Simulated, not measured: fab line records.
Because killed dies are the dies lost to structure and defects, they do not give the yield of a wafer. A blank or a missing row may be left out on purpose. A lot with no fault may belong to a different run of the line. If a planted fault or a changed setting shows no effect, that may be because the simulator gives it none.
Which of the tools did it? / flow sky130 / 11 lots with 33 wafers sampled at 3 steps, on a route of 708 steps

## WHAT THE GAUGES SHOWED, per wafer
SKY_RES_XHIGH_TW_MEAS_09. Usual: RES_XHIGH_TW gives 1650 (standard deviation 9.9).
lot=L577; measured=day 26 11:09; on=filmMetro-02; RES_XHIGH_TW=1629 1645 1635; flag=
lot=L579; measured=day 27 05:58; on=filmMetro-03; RES_XHIGH_TW=1666 1668 1666; flag=
lot=L580; measured=day 27 09:30; on=filmMetro-03; RES_XHIGH_TW=1653 1665 1651; flag=
lot=L581; measured=day 27 17:48; on=filmMetro-03; RES_XHIGH_TW=1660 1660 1660; flag=
lot=L583; measured=day 28 14:22; on=filmMetro-02; RES_XHIGH_TW=1653 1648 1646; flag=
lot=L587; measured=day 30 20:43; on=filmMetro-02; RES_XHIGH_TW=1641 1638 1644; flag=
lot=L592; measured=day 32 03:01; on=filmMetro-02; RES_XHIGH_TW=1650 1644 1645; flag=
lot=L595; measured=day 32 12:20; on=filmMetro-02; RES_XHIGH_TW=1643 1650 1657; flag=
lot=L594; measured=day 32 16:04; on=filmMetro-04; RES_XHIGH_TW=1654 1649 1641; flag=
lot=L599; measured=day 34 01:25; on=filmMetro-04; RES_XHIGH_TW=1649 1649 1644; flag=
lot=L600; measured=day 34 04:07; on=filmMetro-04; RES_XHIGH_TW=1644 1641 1643; flag=

SKY_SD_N_CD_MEAS_07 targets a cd of 380 nm. Usual: 380.5 nm for cdNm, sd 2.4.
lot=L577; measured=day 27 15:27; on=cdSem-01; cdNm (nm)=379.6 376.3 377.5; flag=
lot=L579; measured=day 28 09:38; on=cdSem-02; cdNm (nm)=378.4 378.2 378.7; flag=
lot=L580; measured=day 28 14:24; on=cdSem-02; cdNm (nm)=381.8 381.6 381.6; flag=
lot=L581; measured=day 28 21:49; on=cdSem-02; cdNm (nm)=382.0 383.3 380.0; flag=
lot=L583; measured=day 29 18:40; on=cdSem-01; cdNm (nm)=387.2 384.3 381.8; flag=
lot=L587; measured=day 31 23:58; on=cdSem-02; cdNm (nm)=377.4 375.4 376.7; flag=
lot=L592; measured=day 33 05:58; on=cdSem-02; cdNm (nm)=381.9 381.4 380.9; flag=
lot=L595; measured=day 33 15:20; on=cdSem-02; cdNm (nm)=383.7 382.3 381.9; flag=
lot=L594; measured=day 33 18:33; on=cdSem-01; cdNm (nm)=381.6 381.4 381.7; flag=
lot=L599; measured=day 35 02:22; on=cdSem-01; cdNm (nm)=383.8 382.6 384.9; flag=
lot=L600; measured=day 35 05:24; on=cdSem-01; cdNm (nm)=377.9 380.6 379.8; flag=

SKY_LI_CONTACT_BOW_MEAS_03. Usual: LI_CONTACT_BOW gives 57 um (standard deviation 7.2).
lot=L577; measured=day 27 17:08; on=filmMetro-03; LI_CONTACT_BOW (um)=62 56 52; flag=
lot=L579; measured=day 28 11:29; on=filmMetro-04; LI_CONTACT_BOW (um)=42 45 54; flag=
lot=L580; measured=day 28 16:05; on=filmMetro-02; LI_CONTACT_BOW (um)=69 52 53; flag=
lot=L581; measured=day 28 23:29; on=filmMetro-03; LI_CONTACT_BOW (um)=52 58 54; flag=
lot=L583; measured=day 29 20:24; on=filmMetro-02; LI_CONTACT_BOW (um)=60 59 53; flag=
lot=L587; measured=day 32 02:04; on=filmMetro-03; LI_CONTACT_BOW (um)=62 53 52; flag=
lot=L592; measured=day 33 09:12; on=filmMetro-04; LI_CONTACT_BOW (um)=54 56 36; flag=
lot=L595; measured=day 33 17:01; on=filmMetro-02; LI_CONTACT_BOW (um)=47 60 58; flag=
lot=L594; measured=day 33 20:14; on=filmMetro-03; LI_CONTACT_BOW (um)=56 62 67; flag=
lot=L599; measured=day 35 04:02; on=filmMetro-03; LI_CONTACT_BOW (um)=59 59 62; flag=
lot=L600; measured=day 35 07:05; on=filmMetro-02; LI_CONTACT_BOW (um)=54 53 54; flag=

## TOOL THAT RAN EACH LOT (tool first, then ch and the chambers of the sampled wafers, then the start)
No process step before these readings appears in the record.

## WHAT THE TOOLS THEMSELVES READ (means of the sampled wafers that have a number; where no wafer has one, the mark that the record gives instead)
The record holds no such reading with a usual standard deviation.

## THE ANSWER, worked out from the rows above alone
Rule: lot off if the mean of its wafers having a number is beyond 3 standard deviations from the usual mean. A lot without any number at a reading at which 4 lots or more have one is off too. All remaining lots with rows at the step are treated as sound. The gauges are gone through in route order, then the tools' own readings, and for those a lot's mean is taken as printed above. The first step at which some lot is off is used, and at that step the reading that is off furthest; a lot without a number counts as furthest.
Across all readings shown, no lot is off: no conclusion can be drawn from this.

## WHAT THE SIMULATOR HAD PUT IN
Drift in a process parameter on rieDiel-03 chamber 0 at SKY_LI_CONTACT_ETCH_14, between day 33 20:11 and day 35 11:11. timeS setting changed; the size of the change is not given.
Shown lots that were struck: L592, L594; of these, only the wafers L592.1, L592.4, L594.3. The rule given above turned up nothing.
